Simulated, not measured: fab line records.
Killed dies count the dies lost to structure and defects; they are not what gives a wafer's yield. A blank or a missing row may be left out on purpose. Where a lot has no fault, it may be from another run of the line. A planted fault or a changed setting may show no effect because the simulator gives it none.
Matching of chambers / flow sky130 / SKY_VIA4_CMP_21 on cmp-02: 4 sister chambers
The step polishes, stops on SiO2, t overpolish 25 s, target thk 0 nm. 14 wafers are shown with their chamber, then 7 later ones without.

== WAFERS PAIRED WITH THEIR CHAMBERS ==
wafer=L611.1; chamber=0; motor current A (A)=9.6; time to endpoint s (s)=117; overpolish run s (s)=24.985
wafer=L611.2; chamber=2; motor current A (A)=10.8; time to endpoint s (s)=123; overpolish run s (s)=24.999
wafer=L611.6; chamber=1; motor current A (A)=10.3; time to endpoint s (s)=129; overpolish run s (s)=25.012
wafer=L614.2; chamber=0; motor current A (A)=9.7; time to endpoint s (s)=110; overpolish run s (s)=25.008
wafer=L614.5; chamber=1; motor current A (A)=10.8; time to endpoint s (s)=121; overpolish run s (s)=25.004
wafer=L614.6; chamber=2; motor current A (A)=11.2; time to endpoint s (s)=112; overpolish run s (s)=25.004
wafer=L617.3; chamber=3; motor current A (A)=12.2; time to endpoint s (s)=113; overpolish run s (s)=25.008
wafer=L617.5; chamber=0; motor current A (A)=8.9; time to endpoint s (s)=117; overpolish run s (s)=25.011
wafer=L617.6; chamber=3; motor current A (A)=12.0; time to endpoint s (s)=110; overpolish run s (s)=24.992
wafer=L620.2; chamber=0; motor current A (A)=9.6; time to endpoint s (s)=111; overpolish run s (s)=25.023
wafer=L620.3; chamber=1; motor current A (A)=11.0; time to endpoint s (s)=122; overpolish run s (s)=24.995
wafer=L620.5; chamber=3; motor current A (A)=11.7; time to endpoint s (s)=114; overpolish run s (s)=24.995
wafer=L622.2; chamber=2; motor current A (A)=11.2; time to endpoint s (s)=110; overpolish run s (s)=25.007
wafer=L622.4; chamber=0; motor current A (A)=9.5; time to endpoint s (s)=116; overpolish run s (s)=24.989

SIGNATURES (means of the wafers above)
reading=motor current A; chamber 0=9.460; chamber 1=10.700; chamber 2=11.067; chamber 3=11.967; scatter within a chamber=0.301
reading=time to endpoint s; chamber 0=114.20; chamber 1=124.00; chamber 2=115.00; chamber 3=112.33; scatter within a chamber=4.38
reading=overpolish run s; chamber 0=25.00320; chamber 1=25.00367; chamber 2=25.00333; chamber 3=24.99833; scatter within a chamber=0.0115
Rule: for each reading, subtract the chamber's mean from the wafer's reading, divide by that reading's scatter and square the result; add these up over the readings and take the root, which gives the wafer's distance from the chamber. If the next closest chamber is less than 2 further off than the closest, the wafer can't be placed; otherwise it belongs to the closest. The scatter: take each reading less its chamber's mean, square it, sum over the shown wafers, divide by the number of wafers less the number of chambers, and take the root.

== WAFERS WHOSE CHAMBER IS MISSING ==
wafer=L622.5; motor current A (A)=11.5; time to endpoint s (s)=112; overpolish run s (s)=25.007
wafer=L624.1; motor current A (A)=11.9; time to endpoint s (s)=111; overpolish run s (s)=24.990
wafer=L624.4; motor current A (A)=11.2; time to endpoint s (s)=109; overpolish run s (s)=24.992
wafer=L624.5; motor current A (A)=9.5; time to endpoint s (s)=111; overpolish run s (s)=24.994
wafer=L630.1; motor current A (A)=9.1; time to endpoint s (s)=119; overpolish run s (s)=24.992
wafer=L630.3; motor current A (A)=11.0; time to endpoint s (s)=124; overpolish run s (s)=25.005
wafer=L630.5; motor current A (A)=10.9; time to endpoint s (s)=121; overpolish run s (s)=25.008

== EACH ONE'S CHAMBER ==
wafer=L622.5; from the rows above=can't be placed: 2 or 3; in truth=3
wafer=L624.1; from the rows above=3; in truth=3
wafer=L624.4; from the rows above=can't be placed: 2 or 3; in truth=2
wafer=L624.5; from the rows above=0; in truth=0
wafer=L630.1; from the rows above=0; in truth=0
wafer=L630.3; from the rows above=can't be placed: 1 or 2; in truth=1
wafer=L630.5; from the rows above=can't be placed: 1 or 2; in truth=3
3 of 7 placed correctly. These rows do not allow placing 4 (true chamber among the candidates in 3). Number placed wrongly: 0.
